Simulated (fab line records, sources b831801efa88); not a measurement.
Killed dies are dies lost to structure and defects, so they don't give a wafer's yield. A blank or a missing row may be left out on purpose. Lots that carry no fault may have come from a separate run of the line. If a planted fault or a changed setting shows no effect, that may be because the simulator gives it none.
fab line records    flow gf180mcu
record: lots: 24  wafers: 72  last-day: 35
route steps=602 shown STI@25 PSD@256 M2@366 M4@470 V4@481 MIM@504
lots with no fault: from the same line, run without faults
start-h: hours from the record's first day to the start of the lot's first wafer shown    wait-h: hours from the lot's prior step to this one    " unchanged from the row above    L1.1+2: one row covering several wafers at once    - no value, or no start was given    * or withheld: withheld    < > ~ a bound
route shown NAME@n: NAME is a module with steps in the file, n the number in the route of the first one    usual: average and standard deviation across the fault-free wafers    same: alike in all rows    chamber/n: place in a boat    sites: the reading at each site    _std_site: standard deviation across them    _edge_site: mean of outer sites minus mean of inner sites    radius-mm: for every site, how far away it sits from the centre of the wafer    mask NAME#n: copy n    behind: the most recent tool/chamber to have shaped the wafer    hold: reason for holding the lot/hours on hold/outcome of the hold    device: names the non-switching transistor (n, p or np)    end of line: the same wafers' tests at the end of the route    a step given without rows: its recipe and nothing more    killed: dies lost to structure and defects at the first sort, not the wafer's yield    map: a wafer's dies, x killed, . not, _ none there
set.NAME: setting as actually run; set.NAME@STEP: the setting as run at that earlier step    model.NAME: the simulator's own value behind a step, which no gauge read
the route's steps for a sample of lots (tables are steps, rows are wafers)
services: when a tool's chamber went out of use (start-h, in hours from the record's first day, below 0 if earlier), for how many hours, and the reason
== steps ==
step: GF_STI_THK_MEAS_24
recipe: reads: SiO2_of_STI_CVD_23
usual: STI_CVD_23_THK: 653/6.5
lot.wafer  tool           chamber  start-h  wait-h  STI_CVD_23_THK[nm]
L074.2     film-metro-01  -        34.04    0.0     651
L074.3     "              -        "        "       649
L074.4     "              -        "        "       655
L075.4     film-metro-02  -        34.06    0.0     648
L075.5     "              -        "        "       647
L075.6     "              -        "        "       644
L076.1     film-metro-03  -        41.06    0.0     658
L076.2     "              -        "        "       658
L076.3     "              -        "        "       663
L077.1     film-metro-03  -        49.25    0.0     657
L077.2     "              -        "        "       656
L077.4     "              -        "        "       658
L078.2     film-metro-03  -        50.51    0.0     658
L078.4     "              -        "        "       652
L078.6     "              -        "        "       652
L079.1     film-metro-02  -        55.09    0.0     648
L079.3     "              -        "        "       635
L079.4     "              -        "        "       653
L080.1     film-metro-02  -        60.60    0.0     645
L080.2     "              -        "        "       650
L080.5     "              -        "        "       647
L081.1     film-metro-02  -        64.37    0.0     655
L081.5     "              -        "        "       651
L081.6     "              -        "        "       651
L082.2     film-metro-01  -        69.18    0.0     656
L082.5     "              -        "        "       663
L082.6     "              -        "        "       660
L083.2     film-metro-02  -        74.37    0.0     651
L083.4     "              -        "        "       650
L083.5     "              -        "        "       650
L084.2     film-metro-03  -        80.42    0.0     656
L084.4     "              -        "        "       662
L084.5     "              -        "        "       652
L085.2     film-metro-03  -        84.27    0.0     654
L085.3     "              -        "        "       655
L085.6     "              -        "        "       648
L086.2     film-metro-01  -        89.65    0.0     652
L086.4     "              -        "        "       649
L086.6     "              -        "        "       666
L087.1     film-metro-01  -        94.76    0.0     641
L087.3     "              -        "        "       663
L087.4     "              -        "        "       647
L088.1     film-metro-02  -        100.55   0.0     661
L088.3     "              -        "        "       668
L088.4     "              -        "        "       666
L089.1     film-metro-03  -        104.71   0.0     656
L089.2     "              -        "        "       647
L089.5     "              -        "        "       653
L090.4     film-metro-01  -        110.68   0.0     654
L090.5     "              -        "        "       653
L090.6     "              -        "        "       661
L091.1     film-metro-01  -        114.71   0.0     642
L091.3     "              -        "        "       660
L091.6     "              -        "        "       648
L092.3     film-metro-02  -        121.67   0.1     650
L092.4     "              -        "        "       649
L092.6     "              -        "        "       654
L093.1     film-metro-01  -        126.02   0.1     642
L093.3     "              -        "        "       648
L093.4     "              -        "        "       650
L094.1     film-metro-02  -        131.55   0.0     659
L094.2     "              -        "        "       664
L094.3     "              -        "        "       656
L095.1     film-metro-03  -        136.65   0.0     644
L095.3     "              -        "        "       647
L095.6     "              -        "        "       650
L096.2     film-metro-03  -        142.91   0.0     651
L096.4     "              -        "        "       655
L096.5     "              -        "        "       663
L097.3     film-metro-01  -        147.80   0.1     653
L097.5     "              -        "        "       658
L097.6     "              -        "        "       657
step: GF_PSD_OVL_MEAS_08
usual: PSD_OVL: 0.4/1.1
lot.wafer  tool        chamber  start-h  wait-h  PSD_OVL[nm]
L074.2     overlay-01  -        336.70   0.1     -0.8
L074.3     "           -        "        "       0.5
L074.4     "           -        "        "       -1.4
L075.4     overlay-01  -        343.96   0.1     -0.4
L075.5     "           -        "        "       -1.6
L075.6     "           -        "        "       -0.4
L076.1     overlay-01  -        349.29   0.1     1.4
L076.2     "           -        "        "       -0.2
L076.3     "           -        "        "       1.8
L077.1     overlay-02  -        364.29   0.1     -0.3
L077.2     "           -        "        "       2.1
L077.4     "           -        "        "       1.1
L078.2     overlay-01  -        375.09   0.1     0.9
L078.4     "           -        "        "       1.8
L078.6     "           -        "        "       1.0
L079.1     overlay-01  -        382.89   0.1     1.6
L079.3     "           -        "        "       0.0
L079.4     "           -        "        "       1.3
L080.1     overlay-01  -        383.01   0.1     -0.4
L080.2     "           -        "        "       -1.6
L080.5     "           -        "        "       -1.2
L081.1     overlay-01  -        398.39   0.1     1.3
L081.5     "           -        "        "       0.0
L081.6     "           -        "        "       -1.1
L082.2     overlay-02  -        398.59   0.1     1.4
L082.5     "           -        "        "       0.6
L082.6     "           -        "        "       1.0
L083.2     overlay-01  -        413.59   0.1     1.3
L083.4     "           -        "        "       1.3
L083.5     "           -        "        "       1.2
L084.2     overlay-01  -        420.55   0.1     1.0
L084.4     "           -        "        "       1.4
L084.5     "           -        "        "       2.2
L085.2     overlay-02  -        430.94   0.1     1.0
L085.3     "           -        "        "       2.4
L085.6     "           -        "        "       1.7
L086.2     overlay-02  -        431.89   0.1     -0.1
L086.4     "           -        "        "       -2.0
L086.6     "           -        "        "       1.4
L087.1     overlay-01  -        443.84   0.1     -1.1
L087.3     "           -        "        "       1.7
L087.4     "           -        "        "       0.6
L088.1     overlay-01  -        450.24   0.1     0.0
L088.3     "           -        "        "       0.5
L088.4     "           -        "        "       0.3
L089.1     overlay-01  -        462.44   0.1     0.2
L089.2     "           -        "        "       -0.4
L089.5     "           -        "        "       -0.2
L090.4     overlay-02  -        467.01   0.1     0.9
L090.5     "           -        "        "       0.8
L090.6     "           -        "        "       1.4
L091.1     overlay-02  -        477.59   0.1     1.4
L091.3     "           -        "        "       0.6
L091.6     "           -        "        "       -1.6
L092.3     overlay-01  -        483.00   0.1     0.3
L092.4     "           -        "        "       -1.5
L092.6     "           -        "        "       -0.9
L093.1     overlay-01  -        489.24   0.1     -0.3
L093.3     "           -        "        "       -0.6
L093.4     "           -        "        "       -1.2
L094.1     overlay-02  -        499.19   0.1     0.5
L094.2     "           -        "        "       2.7
L094.3     "           -        "        "       1.0
L095.1     overlay-01  -        506.44   0.1     -0.4
L095.3     "           -        "        "       0.2
L095.6     "           -        "        "       -1.3
L096.2     overlay-02  -        515.10   0.1     2.6
L096.4     "           -        "        "       0.8
L096.5     "           -        "        "       0.7
L097.3     overlay-02  -        525.35   0.1     0.6
L097.5     "           -        "        "       1.0
L097.6     "           -        "        "       -0.2
step: GF_M2_SPUTTER_04
recipe: material: TiN  target-thk-nm: 50  power-w: 6500  time-s: 41.7  chamber-pressure-pa: 0.4
usual: throttle-valve-pct: 29.9/0.77
same: time-s: 41.7
lot.wafer  tool            chamber  start-h  wait-h  throttle-valve-pct
L074.2     pvd-sputter-01  -        438.16   0.0     30.5
L074.3     "               -        "        "       30.6
L074.4     "               -        "        "       29.2
L075.4     pvd-sputter-04  -        447.65   0.0     29.1
L075.5     "               -        "        "       30.1
L075.6     "               -        "        "       29.1
L076.1     pvd-sputter-01  -        451.51   0.0     30.5
L076.2     "               -        "        "       30.4
L076.3     "               -        "        "       30.8
L077.1     pvd-sputter-02  -        467.48   0.0     29.5
L077.2     "               -        "        "       29.8
L077.4     "               -        "        "       30.0
L078.2     pvd-sputter-04  -        480.26   0.0     27.3
L078.4     "               -        "        "       29.3
L078.6     "               -        "        "       30.0
L079.1     pvd-sputter-01  -        487.81   0.0     29.0
L079.3     "               -        "        "       30.6
L079.4     "               -        "        "       30.4
L080.1     pvd-sputter-02  -        488.26   0.0     30.1
L080.2     "               -        "        "       30.1
L080.5     "               -        "        "       30.4
L081.1     pvd-sputter-04  -        504.61   0.0     27.7
L081.5     "               -        "        "       29.2
L081.6     "               -        "        "       30.1
L082.2     pvd-sputter-02  -        504.96   0.0     29.7
L082.5     "               -        "        "       30.2
L082.6     "               -        "        "       30.3
L083.2     pvd-sputter-04  -        518.56   0.0     30.1
L083.4     "               -        "        "       27.4
L083.5     "               -        "        "       30.0
L084.2     pvd-sputter-01  -        525.38   0.0     31.1
L084.4     "               -        "        "       29.0
L084.5     "               -        "        "       30.9
L085.2     pvd-sputter-02  -        535.55   0.0     30.1
L085.3     "               -        "        "       29.7
L085.6     "               -        "        "       30.1
L086.2     pvd-sputter-02  -        538.00   0.0     30.3
L086.4     "               -        "        "       29.9
L086.6     "               -        "        "       29.6
L087.1     pvd-sputter-01  -        546.16   0.0     28.9
L087.3     "               -        "        "       30.5
L087.4     "               -        "        "       31.1
L088.1     pvd-sputter-02  -        552.91   0.0     30.0
L088.3     "               -        "        "       30.2
L088.4     "               -        "        "       30.0
L089.1     pvd-sputter-01  -        564.28   0.0     30.6
L089.2     "               -        "        "       30.9
L089.5     "               -        "        "       30.9
L090.4     pvd-sputter-01  -        568.66   0.0     30.0
L090.5     "               -        "        "       29.1
L090.6     "               -        "        "       30.3
L091.1     pvd-sputter-02  -        576.61   0.0     30.5
L091.3     "               -        "        "       29.7
L091.6     "               -        "        "       30.3
L092.3     pvd-sputter-01  -        581.06   0.0     30.2
L092.4     "               -        "        "       29.1
L092.6     "               -        "        "       30.3
L093.1     pvd-sputter-02  -        584.89   0.0     30.2
L093.3     "               -        "        "       30.0
L093.4     "               -        "        "       29.4
L094.1     pvd-sputter-02  -        594.09   0.0     30.0
L094.2     "               -        "        "       30.1
L094.3     "               -        "        "       29.7
L095.1     pvd-sputter-01  -        600.95   0.0     28.8
L095.3     "               -        "        "       31.0
L095.6     "               -        "        "       30.7
L096.2     pvd-sputter-02  -        608.41   0.0     30.1
L096.4     "               -        "        "       30.4
L096.5     "               -        "        "       30.0
L097.3     pvd-sputter-02  -        618.40   0.0     30.1
L097.5     "               -        "        "       30.2
L097.6     "               -        "        "       29.9
step: GF_M4_CD_MEAS_14
recipe: target-cd-nm: 280
usual: cd-nm: 279.7/1.1
lot.wafer  tool       chamber  start-h  wait-h  cd-nm
L074.2     cd-sem-02  -        564.09   0.1     281.1
L074.3     "          -        "        "       281.0
L074.4     "          -        "        "       279.3
L075.4     cd-sem-01  -        572.32   0.1     280.3
L075.5     "          -        "        "       279.0
L075.6     "          -        "        "       278.9
L076.1     cd-sem-01  -        573.77   0.1     280.0
L076.2     "          -        "        "       279.8
L076.3     "          -        "        "       280.5
L077.1     cd-sem-01  -        588.30   0.1     279.5
L077.2     "          -        "        "       280.4
L077.4     "          -        "        "       280.5
L078.2     cd-sem-01  -        598.74   0.1     278.8
L078.4     "          -        "        "       278.4
L078.6     "          -        "        "       279.9
L079.1     cd-sem-02  -        604.25   0.1     280.4
L079.3     "          -        "        "       279.9
L079.4     "          -        "        "       279.6
L080.1     cd-sem-02  -        604.67   0.1     281.2
L080.2     "          -        "        "       280.0
L080.5     "          -        "        "       281.0
L081.1     cd-sem-02  -        620.97   0.1     280.6
L081.5     "          -        "        "       281.3
L081.6     "          -        "        "       281.0
L082.2     cd-sem-01  -        621.34   0.1     282.1
L082.5     "          -        "        "       282.2
L082.6     "          -        "        "       280.3
L083.2     cd-sem-02  -        632.73   0.1     279.2
L083.4     "          -        "        "       280.2
L083.5     "          -        "        "       280.2
L084.2     cd-sem-02  -        638.22   0.1     276.6
L084.4     "          -        "        "       277.5
L084.5     "          -        "        "       277.5
L085.2     cd-sem-01  -        648.24   0.1     279.8
L085.3     "          -        "        "       280.3
L085.6     "          -        "        "       280.5
L086.2     cd-sem-02  -        648.59   0.1     280.2
L086.4     "          -        "        "       280.6
L086.6     "          -        "        "       278.6
L087.1     cd-sem-02  -        657.02   0.1     280.5
L087.3     "          -        "        "       279.0
L087.4     "          -        "        "       280.3
L088.1     cd-sem-01  -        661.35   0.1     279.0
L088.3     "          -        "        "       278.0
L088.4     "          -        "        "       278.3
L089.1     cd-sem-01  -        671.10   0.1     280.9
L089.2     "          -        "        "       281.0
L089.5     "          -        "        "       281.6
L090.4     cd-sem-01  -        677.26   0.1     280.4
L090.5     "          -        "        "       280.8
L090.6     "          -        "        "       280.7
L091.1     cd-sem-01  -        685.00   0.1     280.2
L091.3     "          -        "        "       279.7
L091.6     "          -        "        "       279.8
L092.3     cd-sem-02  -        689.19   0.1     279.0
L092.4     "          -        "        "       279.2
L092.6     "          -        "        "       279.4
L093.1     cd-sem-01  -        691.70   0.1     279.8
L093.3     "          -        "        "       281.7
L093.4     "          -        "        "       280.1
L094.1     cd-sem-01  -        700.22   0.1     277.4
L094.2     "          -        "        "       278.9
L094.3     "          -        "        "       279.8
L095.1     cd-sem-02  -        707.88   0.1     277.5
L095.3     "          -        "        "       279.0
L095.6     "          -        "        "       278.0
L096.2     cd-sem-01  -        712.99   0.1     278.6
L096.4     "          -        "        "       279.8
L096.5     "          -        "        "       279.5
L097.3     cd-sem-01  -        722.45   0.1     279.2
L097.5     "          -        "        "       278.4
L097.6     "          -        "        "       279.3
step: GF_V4_BOW_MEAS_05
recipe: mode: bow
usual: V4_BOW: 137/8.8
lot.wafer  tool           chamber  start-h  wait-h  V4_BOW[um]
L074.2     film-metro-01  -        565.51   0.1     125
L074.3     "              -        "        "       110
L074.4     "              -        "        "       107
L075.4     film-metro-03  -        573.69   0.2     127
L075.5     "              -        "        "       151
L075.6     "              -        "        "       141
L076.1     film-metro-04  -        575.16   0.1     136
L076.2     "              -        "        "       125
L076.3     "              -        "        "       132
L077.1     film-metro-03  -        589.74   0.1     137
L077.2     "              -        "        "       133
L077.4     "              -        "        "       138
L078.2     film-metro-01  -        600.11   0.2     139
L078.4     "              -        "        "       140
L078.6     "              -        "        "       140
L079.1     film-metro-04  -        605.62   0.1     128
L079.3     "              -        "        "       132
L079.4     "              -        "        "       147
L080.1     film-metro-03  -        606.03   0.1     144
L080.2     "              -        "        "       151
L080.5     "              -        "        "       134
L081.1     film-metro-01  -        622.46   0.1     141
L081.5     "              -        "        "       134
L081.6     "              -        "        "       150
L082.2     film-metro-03  -        622.70   0.3     132
L082.5     "              -        "        "       133
L082.6     "              -        "        "       132
L083.2     film-metro-01  -        634.10   0.1     131
L083.4     "              -        "        "       143
L083.5     "              -        "        "       148
L084.2     film-metro-03  -        639.59   0.2     139
L084.4     "              -        "        "       141
L084.5     "              -        "        "       143
L085.2     film-metro-04  -        649.60   0.3     126
L085.3     "              -        "        "       134
L085.6     "              -        "        "       125
L086.2     film-metro-04  -        650.06   0.1     135
L086.4     "              -        "        "       135
L086.6     "              -        "        "       137
L087.1     film-metro-03  -        658.38   0.2     144
L087.3     "              -        "        "       132
L087.4     "              -        "        "       139
L088.1     film-metro-03  -        662.72   0.1     135
L088.3     "              -        "        "       132
L088.4     "              -        "        "       143
L089.1     film-metro-04  -        672.53   0.2     148
L089.2     "              -        "        "       145
L089.5     "              -        "        "       135
L090.4     film-metro-01  -        679.01   0.2     121
L090.5     "              -        "        "       127
L090.6     "              -        "        "       137
L091.1     film-metro-01  -        687.24   0.2     150
L091.3     "              -        "        "       146
L091.6     "              -        "        "       147
L092.3     film-metro-04  -        690.70   0.2     139
L092.4     "              -        "        "       143
L092.6     "              -        "        "       145
L093.1     film-metro-03  -        693.30   0.2     130
L093.3     "              -        "        "       128
L093.4     "              -        "        "       129
L094.1     film-metro-01  -        701.69   0.1     141
L094.2     "              -        "        "       137
L094.3     "              -        "        "       140
L095.1     film-metro-03  -        709.35   0.2     137
L095.3     "              -        "        "       125
L095.6     "              -        "        "       137
L096.2     film-metro-01  -        714.49   0.3     147
L096.4     "              -        "        "       148
L096.5     "              -        "        "       149
L097.3     film-metro-01  -        723.82   0.2     145
L097.5     "              -        "        "       137
L097.6     "              -        "        "       132
step: GF_MIM_SPUTTER_01
recipe: material: TiN  target-thk-nm: 30  power-w: 6500  time-s: 25  chamber-pressure-pa: 0.4
usual: throttle-valve-pct: 29.7/1.2
same: time-s: 25
lot.wafer  tool            chamber  start-h  wait-h  throttle-valve-pct
L074.2     pvd-sputter-01  -        586.23   0.1     30.2
L074.3     "               -        "        "       30.9
L074.4     "               -        "        "       29.1
L075.4     pvd-sputter-01  -        596.11   0.1     28.8
L075.5     "               -        "        "       31.2
L075.6     "               -        "        "       30.3
L076.1     pvd-sputter-01  -        597.23   0.1     30.4
L076.2     "               -        "        "       30.9
L076.3     "               -        "        "       30.4
L077.1     pvd-sputter-01  -        612.96   0.1     30.1
L077.2     "               -        "        "       31.2
L077.4     "               -        "        "       30.0
L078.2     pvd-sputter-01  -        623.33   0.1     30.3
L078.4     "               -        "        "       30.4
L078.6     "               -        "        "       30.4
L079.1     pvd-sputter-03  -        628.58   0.1     28.7
L079.3     "               -        "        "       27.7
L079.4     "               -        "        "       29.8
L080.1     pvd-sputter-01  -        628.63   0.1     30.9
L080.2     "               -        "        "       30.4
L080.5     "               -        "        "       30.2
L081.1     pvd-sputter-01  -        644.36   0.1     30.5
L081.5     "               -        "        "       29.2
L081.6     "               -        "        "       31.0
L082.2     pvd-sputter-01  -        644.86   0.1     30.1
L082.5     "               -        "        "       30.5
L082.6     "               -        "        "       29.0
L083.2     pvd-sputter-04  -        655.81   0.1     30.1
L083.4     "               -        "        "       29.2
L083.5     "               -        "        "       27.7
L084.2     pvd-sputter-04  -        660.84   0.1     29.1
L084.4     "               -        "        "       29.8
L084.5     "               -        "        "       27.7
L085.2     pvd-sputter-04  -        671.52   0.1     27.8
L085.3     "               -        "        "       30.4
L085.6     "               -        "        "       30.1
L086.2     pvd-sputter-03  -        671.89   0.1     29.7
L086.4     "               -        "        "       27.6
L086.6     "               -        "        "       31.4
L087.1     pvd-sputter-04  -        680.33   0.1     27.5
L087.3     "               -        "        "       30.0
L087.4     "               -        "        "       30.7
L088.1     pvd-sputter-04  -        684.02   0.1     30.0
L088.3     "               -        "        "       27.7
L088.4     "               -        "        "       29.3
L089.1     pvd-sputter-03  -        693.10   0.1     28.8
L089.2     "               -        "        "       27.8
L089.5     "               -        "        "       28.9
L090.4     pvd-sputter-01  -        700.01   0.1     30.1
L090.5     "               -        "        "       30.4
L090.6     "               -        "        "       29.1
L091.1     pvd-sputter-03  -        708.29   0.1     31.6
L091.3     "               -        "        "       27.5
L091.6     "               -        "        "       30.0
L092.3     pvd-sputter-03  -        711.98   0.1     28.8
L092.4     "               -        "        "       27.7
L092.6     "               -        "        "       31.5
L093.1     pvd-sputter-04  -        714.15   0.1     30.0
L093.3     "               -        "        "       27.4
L093.4     "               -        "        "       30.2
L094.1     pvd-sputter-04  -        721.81   0.1     29.4
L094.2     "               -        "        "       30.2
L094.3     "               -        "        "       30.1
L095.1     pvd-sputter-01  -        729.70   0.1     30.3
L095.3     "               -        "        "       28.8
L095.6     "               -        "        "       30.4
L096.2     pvd-sputter-03  -        734.82   0.1     27.2
L096.4     "               -        "        "       29.9
L096.5     "               -        "        "       31.5
L097.3     pvd-sputter-03  -        743.82   0.1     28.9
L097.5     "               -        "        "       27.6
L097.6     "               -        "        "       28.6
== services ==
tool            chamber  start-h  hours  kind
pvd-sputter-02  1        455.98   -      consumable-replace:kit
pvd-sputter-02  1        455.98   18.0   scheduled-down
pvd-sputter-02  1        455.98   18.0   vent-cycle
pvd-sputter-01  1        456.14   -      consumable-replace:kit
pvd-sputter-01  1        456.14   18.0   scheduled-down
pvd-sputter-01  1        456.14   18.0   vent-cycle
pvd-sputter-04  -        469.47   1.9    repair
pvd-sputter-04  0        502.07   -      consumable-replace:kit
pvd-sputter-04  0        502.07   18.0   scheduled-down
pvd-sputter-04  -        528.36   100.4  repair
pvd-sputter-01  -        539.03   2.9    repair
pvd-sputter-01  -        593.55   0.6    repair
pvd-sputter-03  -        602.32   6.1    repair
pvd-sputter-01  0        607.56   -      consumable-replace:kit
pvd-sputter-01  0        607.56   18.0   scheduled-down
pvd-sputter-01  0        607.56   18.0   vent-cycle
pvd-sputter-04  -        619.01   0.9    repair
pvd-sputter-02  -        632.31   5.7    repair
pvd-sputter-03  -        650.60   0.7    repair
pvd-sputter-01  -        662.82   0.5    repair
pvd-sputter-01  -        697.10   1.8    repair
pvd-sputter-01  3        727.93   -      consumable-replace:kit
pvd-sputter-01  3        727.93   18.0   scheduled-down
pvd-sputter-01  3        727.93   18.0   vent-cycle
== key ==
fault none
